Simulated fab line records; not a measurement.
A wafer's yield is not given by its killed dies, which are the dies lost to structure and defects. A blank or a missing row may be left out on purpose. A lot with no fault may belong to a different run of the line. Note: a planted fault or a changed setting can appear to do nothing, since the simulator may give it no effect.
Split-lot trial + flow sfq_line + 5 lots, 15 wafers read, on a route of 325 steps

## ABOUT THE SPLIT
At SFQ_TRILAYER_I3_VIA_LITHO_COAT_090 (resist thk 62 nm), the setting spin_rpm was moved away from the recipe's 3000 rpm on 4 of the 15 wafers read, by +2.9% to +4.4%. This setting was run at the recipe's value on the other wafers.

## FROM THE SPLIT TO THE READING: what the file shows between them, 3 steps
- SFQ_TRILAYER_I3_VIA_LITHO_COAT_085: resist thk 657.7 nm
- SFQ_TRILAYER_I3_VIA_LITHO_SOFTBAKE_089
- SFQ_TRILAYER_I3_VIA_LITHO_DEVELOP_087: time 60 s

## THE READING
etch.depth_nm (the simulator's own value, which no gauge read), in nm, at SFQ_TRILAYER_I3_VIA_BARC_OPEN_VIA_ETCH_121 (etches BARC in O2, target depth 125 nm, time 41.7 s). The file gives no usual value for it. The 11 wafers here that ran the recipe average 62.01 nm, standard deviation 0.14 nm.

| wafer  | tool, chamber at the split | spin_rpm as run, rpm | against the recipe | etch.depth_nm, nm | against lot-mates on the recipe |
|--------|----------------------------|----------------------|--------------------|-------------------|---------------------------------|
| L076.3 | litho_track-03, 0          | 3000                 | recipe             | 61.87             | -                               |
| L076.5 | litho_track-03, 0          | 3096                 | +3.2%              | 61.11             | -0.72                           |
| L076.6 | litho_track-03, 0          | 3000                 | recipe             | 61.8              | -                               |
| L077.1 | litho_track-02, 0          | 3000                 | recipe             | 61.93             | -                               |
| L077.2 | litho_track-02, 0          | 3000                 | recipe             | 61.88             | -                               |
| L079.2 | litho_track-03, 0          | 3000                 | recipe             | 62.18             | -                               |
| L079.4 | litho_track-03, 0          | 3000                 | recipe             | 62.25             | -                               |
| L079.6 | litho_track-03, 0          | 3000                 | recipe             | 62.16             | -                               |
| L082.1 | litho_track-03, 0          | 3000                 | recipe             | 62.13             | -                               |
| L082.3 | litho_track-03, 0          | 3000                 | recipe             | 61.97             | -                               |
| L082.4 | litho_track-03, 0          | 3087                 | +2.9%              | 60.95             | -1.06                           |
| L082.5 | litho_track-03, 0          | 3000                 | recipe             | 61.93             | -                               |
| L082.6 | litho_track-03, 0          | 3087                 | +2.9%              | 61.17             | -0.84                           |
| L084.3 | litho_track-03, 0          | 3000                 | recipe             | 62.03             | -                               |
| L084.4 | litho_track-03, 0          | 3133                 | +4.4%              | 60.53             | -1.50                           |

FIT RESULTS
A straight line over all 15 wafers: etch.depth_nm changes by -0.321 nm for each +1% of spin_rpm; r = -0.97; the points scatter about the line by 0.14 nm.
The same after taking each lot's own level away (the mean of its wafers on the recipe; 15 wafers): -0.311 nm for each +1%; r = -0.98; scatter 0.11 nm.
According to that fit, moving spin_rpm by its largest amount changes the reading by 1.4 nm.
Across the lots, their own levels run from 61.835 to 62.197 nm, a range of 2.6 times the standard deviation given above.
The two slopes are in agreement: the lot-to-lot level therefore moves the slope only a little.
Check: with one of the wafers moved furthest among these (+4.4%) left out of the fit, the line predicts -1.28 nm for it against its lot-mates. It came out at -1.5 nm against them.

## THE OTHER SPLITS THESE WAFERS WENT THROUGH
Before the reading, these wafers also passed through other splits. Each is held against what the fit with the lots' levels taken away leaves over:
| other split on the same wafers                    | wafers away from the commonest value | r with etch.depth_nm (lot level and that fit taken away) |
|---------------------------------------------------|--------------------------------------|----------------------------------------------------------|
| SFQ_TRILAYER_I2_CMP_CMP_064 leave_above_ref_nm    | 5                                    | +0.14                                                    |
| SFQ_TRILAYER_I2_VIA_LITHO_EXPOSE_068 dose_mj      | 6                                    | +0.27                                                    |
| SFQ_TRILAYER_I2_VIA_BARC_OPEN_VIA_ETCH_096 bias_w | 2                                    | +0.07                                                    |
| SFQ_TRILAYER_M3_ETCH_METAL_ETCH_078 icp_w         | 5                                    | -0.20                                                    |
| SFQ_TRILAYER_I3_CMP_CMP_082 leave_above_ref_nm    | 4                                    | -0.28                                                    |

## THE WHOLE CHAIN: every reading that the file lists as answering this split, in the file's order
| step                                       | what it does                                        | reading                                                                                        | change (the file's fit)               | r (the file's) |
|--------------------------------------------|-----------------------------------------------------|------------------------------------------------------------------------------------------------|---------------------------------------|----------------|
| SFQ_TRILAYER_I3_VIA_LITHO_COAT_090         | resist thk 62 nm                                    | BARC_of_TRILAYER_I3_VIA_LITHO_COAT_090.thk_nm (the simulator's own value, which no gauge read) | -0.294 nm for each +1% of the setting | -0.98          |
| SFQ_TRILAYER_I3_VIA_BARC_OPEN_VIA_ETCH_121 | etches BARC in O2, target depth 125 nm, time 41.7 s | etch.depth_nm (the simulator's own value, which no gauge read)                                 | -0.306 nm for each +1% of the setting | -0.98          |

## FILE'S OWN FIT
etch.depth_nm changes by -0.306 nm for each +1% of spin_rpm, r = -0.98.
